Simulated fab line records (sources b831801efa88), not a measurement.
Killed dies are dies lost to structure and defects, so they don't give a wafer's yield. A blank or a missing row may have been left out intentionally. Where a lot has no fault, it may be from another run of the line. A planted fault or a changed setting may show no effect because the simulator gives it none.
Which tool was responsible? || flow gf180mcu || 12 lots with 36 wafers sampled at 4 steps, on a route of 602 steps

== WHAT THE GAUGES SHOWED, per wafer ==
GF_V5_THK_MEAS_25: measures by xrf.
{"lot": "L287", "measured": "day 27 10:13", "on": "film-metro-04", "V5_W_THK (nm)": "357 352 360"}
{"lot": "L286", "measured": "day 27 16:22", "on": "film-metro-04", "V5_W_THK (nm)": "349 350 348"}
{"lot": "L288", "measured": "day 28 00:45", "on": "film-metro-03", "V5_W_THK (nm)": "342 343 339"}
{"lot": "L289", "measured": "day 28 06:44", "on": "film-metro-03", "V5_W_THK (nm)": "343 344 342"}
{"lot": "L296", "measured": "day 30 03:59", "on": "film-metro-04", "V5_W_THK (nm)": "353 352 356"}
{"lot": "L297", "measured": "day 30 11:36", "on": "film-metro-03", "V5_W_THK (nm)": "346 346 343"}
{"lot": "L298", "measured": "day 30 13:10", "on": "film-metro-04", "V5_W_THK (nm)": "352 348 359"}
{"lot": "L299", "measured": "day 31 09:12", "on": "film-metro-04", "V5_W_THK (nm)": "351 351 351"}
{"lot": "L300", "measured": "day 31 12:46", "on": "film-metro-03", "V5_W_THK (nm)": "349 345 346"}
{"lot": "L301", "measured": "day 31 16:27", "on": "film-metro-04", "V5_W_THK (nm)": "354 354 350"}
{"lot": "L305", "measured": "day 33 02:03", "on": "film-metro-03", "V5_W_THK (nm)": "347 347 346"}
{"lot": "L307", "measured": "day 33 09:54", "on": "film-metro-04", "V5_W_THK (nm)": "356 354 352"}

GF_PASSIVATION_BOW_MEAS_14.
{"lot": "L287", "measured": "day 29 04:41", "on": "film-metro-01", "PASSIVATION_BOW (um)": "141 147 140"}
{"lot": "L286", "measured": "day 29 09:49", "on": "film-metro-01", "PASSIVATION_BOW (um)": "137 139 137"}
{"lot": "L288", "measured": "day 29 17:49", "on": "film-metro-03", "PASSIVATION_BOW (um)": "138 121 140"}
{"lot": "L289", "measured": "day 30 00:43", "on": "film-metro-03", "PASSIVATION_BOW (um)": "151 148 154"}
{"lot": "L296", "measured": "day 31 19:11", "on": "film-metro-02", "PASSIVATION_BOW (um)": "135 123 127"}
{"lot": "L297", "measured": "day 32 01:16", "on": "film-metro-02", "PASSIVATION_BOW (um)": "126 115 112"}
{"lot": "L298", "measured": "day 32 04:11", "on": "film-metro-03", "PASSIVATION_BOW (um)": "133 144 132"}
{"lot": "L299", "measured": "day 32 21:43", "on": "film-metro-01", "PASSIVATION_BOW (um)": "140 134 137"}
{"lot": "L300", "measured": "day 33 01:59", "on": "film-metro-01", "PASSIVATION_BOW (um)": "134 134 149"}
{"lot": "L301", "measured": "day 33 05:19", "on": "film-metro-01", "PASSIVATION_BOW (um)": "128 124 136"}
{"lot": "L305", "measured": "day 34 11:31", "on": "film-metro-02", "PASSIVATION_BOW (um)": "135 147 152"}
{"lot": "L307", "measured": "day 34 19:59", "on": "film-metro-02", "PASSIVATION_BOW (um)": "118 126 121"}

== EACH LOT AND THE TOOL THAT RAN IT (in order: tool; ch and the chambers of the sampled wafers; start) ==
{"lot": "L287", "GF_STI_CMP_25": "cmp-02 ch 1,2, day 2 10:39", "GF_TOP_METAL_SPUTTER_02": "pvd-sputter-01, day 27 10:42"}
{"lot": "L286", "GF_STI_CMP_25": "cmp-02 ch 1,2, day 2 10:57", "GF_TOP_METAL_SPUTTER_02": "pvd-sputter-01, day 27 16:51"}
{"lot": "L288", "GF_STI_CMP_25": "cmp-01 ch 0,1,2, day 2 18:42", "GF_TOP_METAL_SPUTTER_02": "pvd-sputter-04, day 28 01:14"}
{"lot": "L289", "GF_STI_CMP_25": "cmp-02 ch 0,1,3, day 3 02:52", "GF_TOP_METAL_SPUTTER_02": "pvd-sputter-04, day 28 07:13"}
{"lot": "L296", "GF_STI_CMP_25": "cmp-02 ch 0,1, day 4 07:35", "GF_TOP_METAL_SPUTTER_02": "pvd-sputter-04, day 30 04:41"}
{"lot": "L297", "GF_STI_CMP_25": "cmp-02 ch 1,2, day 4 12:13", "GF_TOP_METAL_SPUTTER_02": "pvd-sputter-03, day 30 12:04"}
{"lot": "L298", "GF_STI_CMP_25": "cmp-01 ch 0,1,2, day 4 18:01", "GF_TOP_METAL_SPUTTER_02": "pvd-sputter-04, day 30 13:53"}
{"lot": "L299", "GF_STI_CMP_25": "cmp-01 ch 0,1, day 4 23:41", "GF_TOP_METAL_SPUTTER_02": "pvd-sputter-01, day 31 09:41"}
{"lot": "L300", "GF_STI_CMP_25": "cmp-01 ch 0,1, day 5 07:47", "GF_TOP_METAL_SPUTTER_02": "pvd-sputter-01, day 31 13:46"}
{"lot": "L301", "GF_STI_CMP_25": "cmp-01 ch 0,2,3, day 5 11:58", "GF_TOP_METAL_SPUTTER_02": "pvd-sputter-03, day 31 16:55"}
{"lot": "L305", "GF_STI_CMP_25": "cmp-01 ch 0,1,2, day 6 09:46", "GF_TOP_METAL_SPUTTER_02": "pvd-sputter-01, day 33 02:32"}
{"lot": "L307", "GF_STI_CMP_25": "cmp-01 ch 0,1, day 6 19:34", "GF_TOP_METAL_SPUTTER_02": "pvd-sputter-03, day 33 10:23"}
- GF_STI_CMP_25: polishes, stops on Si3N4, t overpolish 33 s, target thk 524.6 nm.
- GF_TOP_METAL_SPUTTER_02: material AlCu, target thk 900 nm, time 47.82 s.

== AS READ BY THE TOOLS THEMSELVES (means over the sampled wafers that have a number; for cases with no such wafer, the mark the record gives instead) ==
GF_STI_CMP_25.
{"lot": "L287", "tool": "cmp-02", "motor-current-A (A)": 11.6, "overpolish-run-s (s)": 33.006, "time-to-endpoint-s (s)": 122}
{"lot": "L286", "tool": "cmp-02", "motor-current-A (A)": 11.5, "overpolish-run-s (s)": 32.996, "time-to-endpoint-s (s)": 119}
{"lot": "L288", "tool": "cmp-01", "motor-current-A (A)": 11.9, "overpolish-run-s (s)": 32.996, "time-to-endpoint-s (s)": 120}
{"lot": "L289", "tool": "cmp-02", "motor-current-A (A)": 12.2, "overpolish-run-s (s)": 33.007, "time-to-endpoint-s (s)": 123}
{"lot": "L296", "tool": "cmp-02", "motor-current-A (A)": 11.8, "overpolish-run-s (s)": 33.000, "time-to-endpoint-s (s)": 123}
{"lot": "L297", "tool": "cmp-02", "motor-current-A (A)": 10.9, "overpolish-run-s (s)": 32.992, "time-to-endpoint-s (s)": 123}
{"lot": "L298", "tool": "cmp-01", "motor-current-A (A)": 11.2, "overpolish-run-s (s)": 33.005, "time-to-endpoint-s (s)": 119}
{"lot": "L299", "tool": "cmp-01", "motor-current-A (A)": 12.1, "overpolish-run-s (s)": 33.002, "time-to-endpoint-s (s)": 118}
{"lot": "L300", "tool": "cmp-01", "motor-current-A (A)": 12.4, "overpolish-run-s (s)": 32.996, "time-to-endpoint-s (s)": 117}
{"lot": "L301", "tool": "cmp-01", "motor-current-A (A)": 11.0, "overpolish-run-s (s)": 33.000, "time-to-endpoint-s (s)": 119}
{"lot": "L305", "tool": "cmp-01", "motor-current-A (A)": 11.7, "overpolish-run-s (s)": 32.999, "time-to-endpoint-s (s)": 117}
{"lot": "L307", "tool": "cmp-01", "motor-current-A (A)": 12.2, "overpolish-run-s (s)": 33.003, "time-to-endpoint-s (s)": 113}

GF_TOP_METAL_SPUTTER_02.
{"lot": "L287", "tool": "pvd-sputter-01", "chamber-pressure-pa (Pa)": 0.2994, "throttle-valve-pct (%)": 31.1}
{"lot": "L286", "tool": "pvd-sputter-01", "chamber-pressure-pa (Pa)": 0.2997, "throttle-valve-pct (%)": 30.3}
{"lot": "L288", "tool": "pvd-sputter-04", "chamber-pressure-pa (Pa)": 0.3004, "throttle-valve-pct (%)": 29.5}
{"lot": "L289", "tool": "pvd-sputter-04", "chamber-pressure-pa (Pa)": 0.3001, "throttle-valve-pct (%)": 29.0}
{"lot": "L296", "tool": "pvd-sputter-04", "chamber-pressure-pa (Pa)": 0.3001, "throttle-valve-pct (%)": 29.7}
{"lot": "L297", "tool": "pvd-sputter-03", "chamber-pressure-pa (Pa)": 0.2999, "throttle-valve-pct (%)": 29.9}
{"lot": "L298", "tool": "pvd-sputter-04", "chamber-pressure-pa (Pa)": 0.2999, "throttle-valve-pct (%)": 29.8}
{"lot": "L299", "tool": "pvd-sputter-01", "chamber-pressure-pa (Pa)": 0.2998, "throttle-valve-pct (%)": 31.9}
{"lot": "L300", "tool": "pvd-sputter-01", "chamber-pressure-pa (Pa)": 0.3000, "throttle-valve-pct (%)": 32.7}
{"lot": "L301", "tool": "pvd-sputter-03", "chamber-pressure-pa (Pa)": 0.3002, "throttle-valve-pct (%)": 29.0}
{"lot": "L305", "tool": "pvd-sputter-01", "chamber-pressure-pa (Pa)": 0.2995, "throttle-valve-pct (%)": 31.2}
{"lot": "L307", "tool": "pvd-sputter-03", "chamber-pressure-pa (Pa)": 0.3003, "throttle-valve-pct (%)": 29.2}

== THE ANSWER, worked out from the rows above alone ==
Rule: the usual values come from the lots themselves. The widest of any qualifying gaps counts: lots, ordered by their means at a reading, are off when they make up no more than a third of the lots, leave a main group of 4 or more, and stand apart from it by 3 or more times the standard deviation of that group's means. A main group is skipped when, at the precision printed for the reading in the tables above, its means are all equal. A lot without any number at a reading at which 4 lots or more have one is off too. All remaining lots with rows at the step are treated as sound. After the gauges, taken in route order, come the tools' own readings; for these a lot's mean is taken, as printed above. The first step at which some lot is off is used, and at that step the reading that is off furthest; a lot without a number counts as furthest.
Across all readings shown, no lot is off: no conclusion can be drawn from this.

== WHAT THE SIMULATOR HAD PUT IN ==
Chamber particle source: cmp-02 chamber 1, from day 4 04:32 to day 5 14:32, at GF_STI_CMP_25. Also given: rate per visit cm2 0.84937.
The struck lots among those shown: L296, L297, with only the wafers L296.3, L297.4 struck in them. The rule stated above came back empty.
